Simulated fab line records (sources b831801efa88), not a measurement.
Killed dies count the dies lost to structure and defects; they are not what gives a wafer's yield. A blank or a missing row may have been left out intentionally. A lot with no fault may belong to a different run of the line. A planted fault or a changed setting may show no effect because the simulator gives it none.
Which of the tools did it? -- flow sky130 -- 42 wafers from 14 lots sampled at 4 of the route's 708 steps

WHAT THE GAUGES SHOWED, per wafer
SKY_FIELD_ISO_CD_MEAS_13: the cd target is 150 nm. Usual: cd_nm 149.9 nm, standard deviation 1.8.
lot,measured,on,cd_nm (nm),flag
L459,day 2 09:22,cd_sem-01,149.3 147.9 147.8,
L460,day 2 15:58,cd_sem-02,152.3 152.9 154.1,
L461,day 2 21:08,cd_sem-02,150.0 149.7 149.8,
L462,day 3 02:25,cd_sem-02,151.4 150.0 149.5,
L464,day 3 11:18,cd_sem-01,148.7 147.5 147.7,
L466,day 3 21:17,cd_sem-01,152.8 153.2 152.7,
L467,day 4 02:37,cd_sem-02,149.7 148.2 150.0,
L468,day 4 11:37,cd_sem-02,147.7 146.2 146.3,
L470,day 4 22:32,cd_sem-01,149.9 148.8 149.4,
L473,day 5 10:04,cd_sem-02,148.4 148.2 148.5,
L477,day 6 07:58,cd_sem-02,153.5 153.2 154.6,
L478,day 6 14:03,cd_sem-01,151.8 150.7 152.3,
L480,day 6 21:58,cd_sem-02,148.3 150.2 150.3,
L481,day 7 03:22,cd_sem-02,150.0 150.6 149.6,

SKY_PWDE_TW_MEAS_10. Usual: PWDE_TW 377.0, standard deviation 2.2.
lot,measured,on,PWDE_TW,flag
L459,day 3 23:41,film_metro-03,378.6 377.4 377.7,
L460,day 4 08:17,film_metro-02,375.1 374.0 374.0,
L461,day 4 13:29,film_metro-01,374.2 371.7 372.9,
L462,day 4 19:53,film_metro-01,373.6 375.0 376.6,
L464,day 5 08:47,film_metro-02,380.8 381.7 382.0,
L466,day 5 14:44,film_metro-02,380.5 381.0 380.4,
L467,day 5 21:20,film_metro-03,377.6 375.8 376.2,
L468,day 6 05:23,film_metro-02,375.5 374.6 375.9,
L470,day 6 18:47,film_metro-02,375.6 375.0 377.5,
L473,day 7 06:05,film_metro-03,378.4 377.6 378.4,
L477,day 8 08:41,film_metro-01,377.9 377.8 374.9,
L478,day 8 13:08,film_metro-02,373.9 372.8 373.5,
L480,day 9 01:41,film_metro-01,376.7 374.9 376.9,
L481,day 9 06:12,film_metro-02,376.8 380.2 379.2,

SKY_SONOS_ONO_OVL_MEAS_14. Usual: SONOS_ONO_OVL 0.5 nm, standard deviation 1.2.
lot,measured,on,SONOS_ONO_OVL (nm),flag
L459,day 12 21:31,overlay-02,2.9 0.4 2.9,
L460,day 13 07:25,overlay-02,-1.1 -1.9 -1.2,
L461,day 13 15:01,overlay-01,-0.2 0.1 -3.5,
L462,day 14 01:28,overlay-02,-1.9 0.1 0.3,
L464,day 14 19:40,overlay-02,0.7 -0.5 0.4,
L466,day 15 09:58,overlay-01,-1.7 -1.1 0.5,
L470,day 17 00:19,overlay-02,0.5 0.0 0.8,
L473,day 17 13:40,overlay-02,0.0 0.6 1.5,
L477,day 19 10:25,overlay-02,0.7 2.4 -0.2,
L478,day 19 17:25,overlay-02,0.9 1.1 2.3,
L480,day 20 08:46,overlay-01,0.5 2.5 1.1,
L481,day 20 16:01,overlay-01,0.6 1.6 0.3,

WHAT TOOL EACH LOT RAN ON (gives the tool, then ch and the chambers of the sampled wafers, and finally the start)
lot,SKY_SONOS_ONO_CVD_04
L459,"lpcvd-03 ch 1, day 11 20:05"
L460,"lpcvd-03 ch 0, day 12 04:56"
L461,"lpcvd-03 ch 0, day 12 13:05"
L462,"lpcvd-03 ch 0, day 12 21:44"
L464,"lpcvd-03 ch 0, day 13 16:35"
L466,"lpcvd-03 ch 1, day 14 04:11"
L467,"lpcvd-03 ch 1, day 14 09:55"
L468,"lpcvd-03 ch 0, day 14 19:40"
L470,"lpcvd-03 ch 1, day 15 18:38"
L473,"lpcvd-03 ch 1, day 16 07:09"
L477,"lpcvd-03 ch 1, day 18 03:46"
L478,"lpcvd-03 ch 1, day 18 10:04"
L480,"lpcvd-03 ch 1, day 19 01:19"
L481,"lpcvd-03 ch 0, day 19 08:04"
- SKY_SONOS_ONO_CVD_04: deposits SiO2 from SiH4/N2O, target thk 5.7199 nm.

WHAT THE TOOLS THEMSELVES READ (means of the sampled wafers that have a number; where no wafer has one, the mark that the record gives instead)
SKY_SONOS_ONO_CVD_04. Usual: pressure_mtorr 400.1 mTorr, standard deviation 0.66; spike_tc_bottom_C 919.5 C, standard deviation 1.2; spike_tc_top_C 911.0 C, standard deviation 0.97.
lot,tool,pressure_mtorr (mTorr),spike_tc_bottom_C (C),spike_tc_top_C (C),flag
L459,lpcvd-03,400.2,919.4,909.7,
L460,lpcvd-03,399.5,920.3,910.6,
L461,lpcvd-03,400.4,920.0,911.6,
L462,lpcvd-03,400.4,919.2,911.0,
L464,lpcvd-03,399.4,920.1,910.7,
L466,lpcvd-03,400.1,918.7,910.2,
L467,lpcvd-03,-,-,-,OFF
L468,lpcvd-03,-,-,-,OFF
L470,lpcvd-03,399.8,917.7,912.0,
L473,lpcvd-03,399.7,918.9,911.4,
L477,lpcvd-03,400.1,917.9,910.4,
L478,lpcvd-03,400.5,918.9,911.1,
L480,lpcvd-03,399.6,918.9,911.1,
L481,lpcvd-03,399.8,920.4,911.8,

THE ANSWER, worked out from the rows above alone
Rule: a lot counts as off when the mean over its wafers that have a number is more than 3 standard deviations away from the usual mean. A lot without any number at a reading at which 4 lots or more have one is off too. Any other lot the step has rows for is counted as sound. First the gauges in route order, then the tools' own readings, where a lot's mean is used as printed above. The first step at which some lot is off is used, and at that step the reading that is off furthest; a lot without a number counts as furthest.
Off, at SKY_SONOS_ONO_CVD_04 on pressure_mtorr: L467, L468. Without a number there: L467, L468.
A tool fits if, at that step or a process step before it, it ran every lot that is off, and no sound lot after the first of them. No candidate that was tried fits.

WHAT HAD BEEN PUT IN BY THE SIMULATOR
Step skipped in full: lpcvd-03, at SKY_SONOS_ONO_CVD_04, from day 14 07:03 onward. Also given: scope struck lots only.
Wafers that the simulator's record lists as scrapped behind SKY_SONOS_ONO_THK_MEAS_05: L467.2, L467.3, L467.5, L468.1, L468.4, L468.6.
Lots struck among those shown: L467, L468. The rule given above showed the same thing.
